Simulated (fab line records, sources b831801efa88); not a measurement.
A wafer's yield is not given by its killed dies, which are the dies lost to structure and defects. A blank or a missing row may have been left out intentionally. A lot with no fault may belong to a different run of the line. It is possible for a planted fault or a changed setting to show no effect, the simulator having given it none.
A lot that was struck, set against a sound lot / flow sky130 / 25 steps out of a route of 708
Sound: wafers L384.1, L384.3, L384.5. Wafers L392.1, L392.2, L392.4 were the ones struck. The cause is named last.
For every step that has rows: the tool of each side, followed by ch and its chambers, followed by its first start. Under that, the readings that differ: sound wafers / struck wafers / difference of the means / sigmas: that difference in standard deviations of wafers without a fault.
alike: same words and numbers on both sides, and readings whose means sit less than 2 such deviations apart. not compared: any withheld reading, any reading some wafer has no value for, any bound like >300 that may hide the same value, and any number with overlapping values for which the record gives no deviation.
A row with sigmas, a row that says differs or no value, or rows on one side alone: a step with any of these is where the two part. Numbers that don't overlap but have no deviation are shown without sigmas and don't part them. A reading missing from all wafers of one side parts the sides only when that side holds two or more wafers.

SKY_POLY_CUT_ETCH_11: etches Si3N4 in CF4/CH2F2/Ar, stops on poly-Si, time 42.5 s, target depth 60 nm.
  sound on rie-diel-04 ch 0,1,3, day 28 15:42; struck on rie-diel-04 ch 0,1,3, day 29 22:58
  alike: drypump-motor-current-A, oes-product-au, throttle-valve-pct
  not compared: rf-hours-counter-h
SKY_POLY_CUT_STRIP_12: strips in O2/N2.
  sound on plasma-asher-04 ch 0,1, day 28 15:44; struck on plasma-asher-01 ch 0,1, day 29 23:00
reading=chamber-pressure-mTorr (mTorr); sound=1499.9 1497.3 1497.0; struck=1502.1 1500.9 1500.3; difference=+3.0; sigmas=+2
  alike: drypump-motor-current-A, oes-product-au, strip-time-to-endpoint-s
  not compared: rf-hours-counter-h
then, 7 steps without rows for these wafers: SKY_SD_P_DEHYDRATE_00 (time 60 s); SKY_SD_P_HMDS_01 (prime time 60 s); SKY_SD_P_COAT_02 (resist thk 1140 nm); SKY_SD_P_SOFTBAKE_03 (time 60 s); SKY_SD_P_EXPOSE_04 (exposes mask PSDM, target cd 380 nm); SKY_SD_P_PEB_05; SKY_SD_P_DEVELOP_06 (develop time 60 s).
SKY_SD_P_CD_MEAS_07: target cd 380 nm.
  sound on cd-sem-01 at day 29 20:19; struck on cd-sem-02 at day 31 02:19
  alike: cd-nm
SKY_SD_P_OVL_MEAS_08:
  sound on overlay-01 at day 29 20:26; struck on overlay-01 at day 31 02:26
  alike: SD_P_OVL
following that, these wafers have no rows for 1 step: SKY_SD_P_IMPLANT_09.
SKY_SD_P_STRIP_10: strips in O2/N2.
  sound on plasma-asher-02 ch 0,1, day 29 20:37; struck on plasma-asher-02 ch 0,1, day 31 02:37
  no value came back on the struck wafers for chamber-pressure-mTorr (mTorr), drypump-motor-current-A (A), oes-product-au (a.u.), strip-time-to-endpoint-s (s); on the sound wafers chamber-pressure-mTorr (mTorr) reads 1498.6 1498.9 1500.4
reading=model.NOVOLAK_of_SD_P_COAT_02.thk-nm (nm); sound=0 0 0; struck=1136 1141 1146; difference=+1141; sigmas=
  not compared: rf-hours-counter-h
SKY_SD_P_TW_MEAS_11:
  sound on film-metro-03 at day 29 20:43; struck on film-metro-03 at day 31 02:43
  alike: SD_P_TW
then, 8 steps without rows for these wafers: SKY_RES_XHIGH_DEHYDRATE_00 (time 60 s); SKY_RES_XHIGH_HMDS_01 (prime time 60 s); SKY_RES_XHIGH_COAT_02 (resist thk 1140 nm); SKY_RES_XHIGH_SOFTBAKE_03 (time 60 s); SKY_RES_XHIGH_EXPOSE_04 (exposes mask URPM, target cd 1270 nm); SKY_RES_XHIGH_PEB_05; SKY_RES_XHIGH_DEVELOP_06 (develop time 60 s); SKY_RES_XHIGH_IMPLANT_07.
SKY_RES_XHIGH_STRIP_08: strips in O2/N2.
  sound on plasma-asher-01 ch 0,1, day 31 00:12; struck on plasma-asher-03 ch 0,1, day 32 06:18
reading=strip-time-to-endpoint-s (s); sound=14.31 14.30 14.31; struck=31.34 31.40 31.47; difference=+17.10; sigmas=+99 or more
  alike: chamber-pressure-mTorr, drypump-motor-current-A, oes-product-au
  not compared: rf-hours-counter-h
SKY_RES_XHIGH_TW_MEAS_09:
  sound on film-metro-01 at day 31 00:18; struck on film-metro-01 at day 32 06:24
reading=RES_XHIGH_TW; sound=1618 1624 1615; struck=30 30 29; difference=-1589; sigmas=-99 or more
then, 1 step without rows for these wafers: SKY_SD_N_DEHYDRATE_00 (time 60 s).

== WHERE THEY PART ==
First at SKY_POLY_CUT_STRIP_12; last, within this record, at SKY_RES_XHIGH_TW_MEAS_09.

WHY: what the simulator had put in
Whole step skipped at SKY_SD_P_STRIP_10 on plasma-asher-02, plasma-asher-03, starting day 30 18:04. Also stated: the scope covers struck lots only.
